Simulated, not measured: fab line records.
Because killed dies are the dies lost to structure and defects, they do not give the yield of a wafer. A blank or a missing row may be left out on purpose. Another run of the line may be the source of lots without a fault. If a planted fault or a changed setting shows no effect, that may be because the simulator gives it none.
fab line records | flow sky130
record lots=13 | wafers=39 | last-day=49
route steps=708 shown VIA3@575 CAP2M@605 METAL4@635 VIA4@660
lots with no fault: from the same line, run without faults
start-h: start of the lot's first displayed wafer, in hours after the record's first day | wait-h: how many hours have passed since the lot's step before this one | " identical to the entry in the row above | L1.1+2: a row that stands for several wafers | - no value present, or no start provided | * or withheld: withheld | < > ~ a bound
route shown NAME@n: names a module that has steps shown in the file, with the first one's number in the route | usual: mean/standard deviation taken from wafers without a fault | same: alike in all rows | chamber/n: place in a boat | sites: each site's reading | _std_site: their standard deviation | _edge_site: mean of outer sites minus mean of inner sites | radius-mm: how far each site lies from the wafer's centre | mask NAME#n: copy n | behind: the most recent tool/chamber to have shaped the wafer | hold: why the lot was held/for how many hours/how that ended | device: the transistor (n, p or np) that didn't switch | end of line: the route-end tests of the same wafers | for a step that has no rows: nothing shown but its recipe | killed: the dies lost at the first sort to structure and to defects; this is not the yield of the wafer | map: per-die view of a wafer (x killed, . not killed, _ where there is no die)
set.NAME: the run value of the setting; set.NAME@STEP: its run value at that earlier step | model.NAME: the simulator's own value behind a step, which no gauge read
route steps across a sampled set of lots; one table per step, one row per wafer
services: the hour from which a tool's chamber was out of use, counted from the record's first day as start-h (under 0 if before that day), plus the number of hours and why
## steps
# step SKY_VIA3_CMP_02
# recipe material=SiO2 | down-force-psi=4 | platen-rpm=60 | pad-velocity-m-s=0.94248
# usual motor-current-A=11.5/0.99 | slurry-filter-dp-kPa=13.52/0.15
lot.wafer | tool   | chamber | start-h | wait-h | motor-current-A | slurry-filter-dp-kPa
L851.3    | cmp-01 | 1       | 908.36  | 0.1    | 12.6            | 13.68
L851.2    | "      | 3       | "       | "      | 10.6            | 13.63
L851.6    | "      | 1       | "       | "      | 12.4            | 13.50
L852.1    | cmp-01 | 3       | 911.40  | 0.1    | 10.5            | 13.42
L852.4    | "      | 0       | "       | "      | 12.8            | 13.70
L852.6    | "      | 2       | "       | "      | 10.6            | 13.79
L853.4    | cmp-01 | 0       | 919.92  | 0.1    | 12.5            | 13.36
L853.5    | "      | 3       | "       | "      | 10.4            | 13.33
L853.6    | "      | 0       | "       | "      | 12.2            | 13.56
L855.4    | cmp-02 | 0       | 936.29  | 0.0    | 10.4            | 13.48
L855.1    | "      | 3       | "       | "      | 12.3            | 13.71
L855.6    | "      | 1       | "       | "      | 12.3            | 13.66
L857.2    | cmp-01 | 3       | 950.19  | 0.0    | 9.9             | 13.78
L857.3    | "      | 1       | "       | "      | 12.8            | 13.48
L857.6    | "      | 0       | "       | "      | 12.6            | 13.71
L856.4    | cmp-02 | 3       | 954.33  | 0.0    | 12.0            | 13.28
L856.1    | "      | 1       | "       | "      | 12.5            | 13.19
L856.2    | "      | 2       | "       | "      | 10.1            | 13.63
L859.3    | cmp-01 | 0       | 971.70  | 0.1    | 12.7            | 13.28
L859.2    | "      | 1       | "       | "      | 12.0            | 13.60
L859.5    | "      | 2       | "       | "      | 10.4            | 13.61
L860.3    | cmp-01 | 0       | 980.98  | 0.0    | 12.3            | 13.47
L860.1    | "      | 1       | "       | "      | 11.6            | 13.56
L860.5    | "      | 1       | "       | "      | 11.9            | 13.27
L862.3    | cmp-02 | 3       | 983.86  | 0.0    | 12.3            | 13.54
L862.4    | "      | 0       | "       | "      | 10.8            | 13.59
L862.6    | "      | 3       | "       | "      | 12.2            | 13.35
L861.1    | cmp-01 | 3       | 985.23  | 0.1    | 10.0            | 13.52
L861.3    | "      | 2       | "       | "      | 10.8            | 13.58
L861.6    | "      | 0       | "       | "      | 12.4            | 13.74
L863.1    | cmp-02 | 0       | 998.86  | 0.1    | 11.1            | 13.34
L863.4    | "      | 2       | "       | "      | 10.8            | 13.49
L863.6    | "      | 3       | "       | "      | 12.9            | 13.83
L864.3    | cmp-02 | 1       | 1006.80 | 0.1    | 12.3            | 13.43
L864.6    | "      | 3       | "       | "      | 12.2            | 13.47
L864.5    | "      | 0       | "       | "      | 11.0            | 13.52
L869.4    | cmp-01 | 0       | 1030.91 | 0.0    | 12.7            | 13.49
L869.6    | "      | 0       | "       | "      | 12.6            | 13.55
L869.5    | "      | 1       | "       | "      | 12.1            | 13.59
# step SKY_CAP2M_SPUTTER_02
# recipe material=TiN | target-thk-nm=200 | temp-c=300 | power-w=6500 | time-s=166.7 | chamber-pressure-pa=0.4
# usual throttle-valve-pct=30.0/1.1
lot.wafer | tool           | chamber | start-h | wait-h | throttle-valve-pct
L851.2    | pvd-sputter-01 | -       | 934.84  | 0.0    | 29.8
L851.3    | "              | -       | "       | "      | 28.7
L851.6    | "              | -       | "       | "      | 29.1
L852.1    | pvd-sputter-04 | -       | 937.91  | 0.1    | 28.5
L852.4    | "              | -       | "       | "      | 31.5
L852.6    | "              | -       | "       | "      | 32.1
L853.4    | pvd-sputter-01 | -       | 946.44  | 0.0    | 28.9
L853.5    | "              | -       | "       | "      | 29.0
L853.6    | "              | -       | "       | "      | 30.4
L855.1    | pvd-sputter-01 | -       | 963.63  | 0.1    | 30.4
L855.4    | "              | -       | "       | "      | 28.8
L855.6    | "              | -       | "       | "      | 30.4
L857.2    | pvd-sputter-01 | -       | 975.89  | 0.0    | 28.9
L857.3    | "              | -       | "       | "      | 30.5
L857.6    | "              | -       | "       | "      | 29.6
L856.1    | pvd-sputter-01 | -       | 980.17  | 0.1    | 28.8
L856.2    | "              | -       | "       | "      | 29.0
L856.4    | "              | -       | "       | "      | 30.4
L859.2    | pvd-sputter-01 | -       | 997.46  | 0.0    | 29.8
L859.3    | "              | -       | "       | "      | 28.8
L859.5    | "              | -       | "       | "      | 29.1
L860.1    | pvd-sputter-02 | -       | 1006.42 | 0.1    | 30.5
L860.3    | "              | -       | "       | "      | 29.7
L860.5    | "              | -       | "       | "      | 30.2
L862.3    | pvd-sputter-01 | -       | 1009.03 | 0.0    | 30.4
L862.4    | "              | -       | "       | "      | 29.1
L862.6    | "              | -       | "       | "      | 30.4
L861.1    | pvd-sputter-01 | -       | 1010.48 | 0.1    | 29.0
L861.3    | "              | -       | "       | "      | 30.5
L861.6    | "              | -       | "       | "      | 29.1
L863.1    | pvd-sputter-04 | -       | 1024.21 | 0.1    | 32.3
L863.4    | "              | -       | "       | "      | 32.0
L863.6    | "              | -       | "       | "      | 29.8
L864.3    | pvd-sputter-04 | -       | 1031.75 | 0.0    | 32.0
L864.5    | "              | -       | "       | "      | 32.4
L864.6    | "              | -       | "       | "      | 29.9
L869.4    | pvd-sputter-01 | -       | 1055.86 | 0.0    | 30.5
L869.5    | "              | -       | "       | "      | 29.6
L869.6    | "              | -       | "       | "      | 29.1
# step SKY_METAL4_STRIP_19
# recipe chemistry=O2/N2 | power-w=1400 | pressure-mtorr=1500 | platen-temp-c=withheld | o2-flow-sccm=3000 | n2-flow-sccm=300 | overash-fraction=0.5
# usual drypump-motor-current-A=5.9/0.43 | oes-product-au=0.499/0.0051 | strip-time-to-endpoint-s=6.47/0.083
# same overash-fraction=0.5
lot.wafer | tool            | chamber | start-h | wait-h | drypump-motor-current-A | oes-product-au | rf-hours-counter-h | strip-time-to-endpoint-s
L851.2    | plasma-asher-04 | 0       | 985.04  | 0.1    | 5.7                     | 0.505          | 19                 | 6.48
L851.3    | "               | 1       | "       | "      | 6.1                     | 0.509          | -                  | 6.49
L851.6    | "               | 1       | "       | "      | 6.1                     | 0.499          | -                  | 6.45
L852.1    | plasma-asher-03 | 1       | 988.15  | 0.1    | 5.3                     | 0.497          | 63                 | 6.47
L852.4    | "               | 1       | "       | "      | 5.3                     | 0.490          | -                  | 6.48
L852.6    | "               | 0       | "       | "      | 5.6                     | 0.496          | -                  | 6.48
L853.4    | plasma-asher-01 | 1       | 995.23  | 0.1    | 5.8                     | 0.510          | -                  | 6.62
L853.5    | "               | 0       | "       | "      | 6.8                     | 0.499          | -                  | 6.55
L853.6    | "               | 1       | "       | "      | 5.8                     | 0.502          | -                  | 6.52
L855.1    | plasma-asher-01 | 0       | 1012.32 | 0.1    | 6.7                     | 0.511          | 92                 | 6.61
L855.4    | "               | 0       | "       | "      | 6.7                     | 0.503          | -                  | 6.54
L855.6    | "               | 1       | "       | "      | 5.7                     | 0.500          | -                  | 6.62
L857.2    | plasma-asher-04 | 1       | 1022.87 | 0.2    | 6.1                     | 0.498          | 23                 | 6.36
L857.3    | "               | 1       | "       | "      | 6.0                     | 0.496          | -                  | 6.30
L857.6    | "               | 1       | "       | "      | 6.1                     | 0.496          | -                  | 6.33
L856.1    | plasma-asher-03 | 0       | 1027.67 | 0.3    | 5.6                     | 0.502          | 67                 | 6.36
L856.2    | "               | 1       | "       | "      | 5.3                     | 0.494          | 67                 | 6.35
L856.4    | "               | 0       | "       | "      | 5.6                     | 0.496          | -                  | 6.39
L859.2    | plasma-asher-01 | 0       | 1042.89 | 0.1    | 6.7                     | 0.498          | 96                 | 6.40
L859.3    | "               | 1       | "       | "      | 5.8                     | 0.503          | -                  | 6.42
L859.5    | "               | 1       | "       | "      | 5.8                     | 0.498          | -                  | 6.42
L860.1    | plasma-asher-04 | 0       | 1052.44 | 0.1    | 5.7                     | 0.495          | 27                 | 6.39
L860.3    | "               | 0       | "       | "      | 5.7                     | 0.501          | -                  | 6.43
L860.5    | "               | 1       | "       | "      | 6.1                     | 0.497          | -                  | 6.40
L862.3    | plasma-asher-03 | 1       | 1055.52 | 0.1    | 5.3                     | 0.495          | -                  | 6.45
L862.4    | "               | 0       | "       | "      | 5.6                     | 0.499          | -                  | 6.50
L862.6    | "               | 1       | "       | "      | 5.3                     | 0.499          | -                  | 6.43
L861.1    | plasma-asher-01 | 0       | 1056.64 | 0.1    | 6.8                     | 0.499          | 97                 | 6.43
L861.3    | "               | 1       | "       | "      | 5.8                     | 0.508          | -                  | 6.48
L861.6    | "               | 0       | "       | "      | 6.7                     | 0.493          | -                  | 6.44
L863.1    | plasma-asher-03 | 1       | 1069.29 | 0.1    | 5.3                     | 0.494          | 73                 | 6.40
L863.4    | "               | 0       | "       | "      | 5.6                     | 0.502          | -                  | 6.41
L863.6    | "               | 1       | "       | "      | 5.3                     | 0.491          | -                  | 6.43
L864.3    | plasma-asher-04 | 0       | 1076.12 | 0.1    | 5.7                     | 0.499          | -                  | 6.43
L864.5    | "               | 1       | "       | "      | 6.1                     | 0.500          | -                  | 6.36
L864.6    | "               | 0       | "       | "      | 5.7                     | 0.493          | -                  | 6.41
L869.4    | plasma-asher-01 | 1       | 1098.99 | 0.1    | 5.8                     | 0.497          | -                  | 6.47
L869.5    | "               | 0       | "       | "      | 6.7                     | 0.503          | -                  | 6.55
L869.6    | "               | 1       | "       | "      | 5.8                     | 0.501          | -                  | 6.38
# step SKY_VIA4_CMP_21
# recipe stop-on=SiO2 | t-overpolish-s=25 | down-force-psi=3.5 | platen-rpm=60 | target-thk-nm=0 | pad-velocity-m-s=0.94248
# usual motor-current-A=10.5/0.93 | overpolish-run-s=25.000/0.01 | slurry-filter-dp-kPa=13.49/0.15 | time-to-endpoint-s=120/3.5
# same t-overpolish-s=25
lot.wafer | tool   | chamber | start-h | wait-h | motor-current-A | overpolish-run-s | slurry-filter-dp-kPa | time-to-endpoint-s
L851.3    | cmp-01 | 1       | 1009.95 | 0.0    | 11.0            | 25.017           | 13.58                | 121
L851.2    | "      | 2       | "       | "      | 9.9             | 24.994           | 13.50                | 119
L851.6    | "      | 2       | "       | "      | 10.6            | 24.994           | 13.28                | 115
L852.4    | cmp-02 | 0       | 1013.45 | 0.0    | 10.0            | 25.003           | 13.43                | 121
L852.1    | "      | 1       | "       | "      | 11.4            | 24.993           | 13.66                | 123
L852.6    | "      | 0       | "       | "      | 10.0            | 25.000           | 13.56                | 118
L853.4    | cmp-01 | 0       | 1020.12 | 0.2    | 11.3            | 24.996           | 13.62                | 120
L853.5    | "      | 1       | "       | "      | 11.6            | 24.996           | 13.46                | 119
L853.6    | "      | 2       | "       | "      | 10.0            | 25.013           | 13.55                | 122
L855.1    | cmp-01 | 1       | 1037.25 | 0.1    | 11.3            | 25.004           | 13.51                | 125
L855.4    | "      | 2       | "       | "      | 10.4            | 25.001           | 13.47                | 122
L855.6    | "      | 0       | "       | "      | 11.9            | 25.005           | 13.65                | 126
L857.2    | cmp-01 | 3       | 1047.85 | 0.1    | 9.6             | 24.986           | 13.59                | 123
L857.3    | "      | 1       | "       | "      | 11.3            | 25.009           | 13.40                | 122
L857.6    | "      | 2       | "       | "      | 10.4            | 25.010           | 13.36                | 121
L856.2    | cmp-02 | 1       | 1052.40 | 0.0    | 11.5            | 25.010           | 13.55                | 122
L856.1    | "      | 2       | "       | "      | 9.2             | 25.002           | 13.24                | 118
L856.4    | "      | 3       | "       | "      | 11.1            | 25.010           | 13.58                | 120
L859.2    | cmp-01 | 1       | 1066.39 | 0.1    | 11.2            | 25.024           | 13.58                | 117
L859.3    | "      | 2       | "       | "      | 9.8             | 24.991           | 13.52                | 121
L859.5    | "      | 1       | "       | "      | 11.2            | 24.978           | 13.38                | 120
L860.3    | cmp-01 | 2       | 1075.14 | 0.1    | 9.8             | 25.012           | 13.54                | 122
L860.1    | "      | 3       | "       | "      | 9.2             | 25.001           | 13.63                | 121
L860.5    | "      | 1       | "       | "      | 11.7            | 25.007           | 13.32                | 123
L862.4    | cmp-02 | 3       | 1079.09 | 0.0    | 11.5            | 25.012           | 13.44                | 125
L862.3    | "      | 0       | "       | "      | 10.3            | 25.014           | 13.17                | 122
L862.6    | "      | 0       | "       | "      | 10.0            | 24.998           | 13.53                | 121
L861.3    | cmp-01 | 1       | 1080.24 | 0.0    | 11.5            | 24.994           | 13.69                | 126
L861.1    | "      | 0       | "       | "      | 11.5            | 24.991           | 13.85                | 123
L861.6    | "      | 2       | "       | "      | 9.7             | 25.005           | 13.60                | 122
L863.1    | cmp-02 | 0       | 1092.08 | 0.1    | 9.4             | 25.005           | 13.37                | 118
L863.4    | "      | 2       | "       | "      | 9.6             | 25.007           | 13.54                | 117
L863.6    | "      | 0       | "       | "      | 8.9             | 24.990           | 13.52                | 120
L864.3    | cmp-02 | 1       | 1099.29 | 0.2    | 11.4            | 0.031            | 13.72                | 189
L864.6    | "      | 2       | "       | "      | 9.7             | 25.029           | 13.26                | 116
L864.5    | "      | 3       | "       | "      | 11.3            | 25.004           | 13.26                | 120
L869.4    | cmp-01 | 2       | 1120.79 | 0.1    | 9.9             | 25.006           | 13.51                | 118
L869.6    | "      | 1       | "       | "      | 11.1            | 24.990           | 13.72                | 121
L869.5    | "      | 2       | "       | "      | 10.3            | 24.982           | 13.26                | 118
## services
tool            | chamber | start-h | hours | kind
cmp-02          | -       | 884.59  | 10.6  | pm
cmp-02          | -       | 901.34  | 0.9   | repair
cmp-01          | -       | 912.37  | 4.0   | pm
cmp-01          | -       | 916.37  | -     | consumable-replace:conditioner
cmp-01          | -       | 916.37  | -     | consumable-replace:pad
cmp-02          | -       | 919.82  | 1.0   | repair
cmp-02          | -       | 922.38  | 6.5   | pm
cmp-01          | -       | 931.09  | 4.1   | pm
pvd-sputter-04  | -       | 945.47  | 49.1  | repair
cmp-02          | -       | 963.24  | 0.7   | repair
pvd-sputter-04  | -       | 965.70  | 6.0   | repair
plasma-asher-04 | -       | 970.87  | 0.9   | repair
pvd-sputter-01  | -       | 983.36  | 9.2   | repair
cmp-02          | -       | 987.21  | 4.1   | pm
cmp-02          | -       | 1017.71 | 1.4   | repair
cmp-02          | -       | 1027.03 | 1.1   | repair
cmp-02          | -       | 1034.09 | 1.1   | repair
cmp-01          | -       | 1046.07 | 1.1   | repair
plasma-asher-01 | -       | 1054.59 | 1.3   | repair
pvd-sputter-01  | -       | 1061.22 | 2.4   | repair
plasma-asher-03 | -       | 1063.27 | 0.5   | repair
pvd-sputter-02  | -       | 1079.00 | 1.2   | repair
cmp-02          | -       | 1084.00 | 4.0   | pm
pvd-sputter-04  | -       | 1094.09 | 1.2   | repair
## key
first-sign step=SKY_VIA4_CMP_21 | reading=overpolish-run-s | direction=down | sigmas=99+ | usual=25.000 | struck=0.031
effect step=SKY_VIA4_CMP_21 | reading=time-to-endpoint-s | direction=up | sigmas=20 | usual=* | struck=*
met-at SKY_VIA4_CMP_21
struck-lots L864
struck-wafers L864.3
later-rows-left-out L864.3
sort-left-out L864.3
not-acting-at SKY_VIA3_CMP_02,SKY_CAP2M_SPUTTER_02,SKY_METAL4_STRIP_19
onset-between 1052.40 1099.29
fault kind=process-parameter-drift | tool=cmp-02 | chamber=1 | onset-h=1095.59 | steps=SKY_VIA4_CMP_21 | channel=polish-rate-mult | offset=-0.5 | shape=step | end-h=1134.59
# sort-left-out: the simulated sort isn't trusted on such a fault, so these wafers' sort isn't shown, and their yield isn't known
# later-rows-left-out: the simulator's readings of these wafers behind a module that went badly wrong aren't trusted and aren't shown, but for the sort
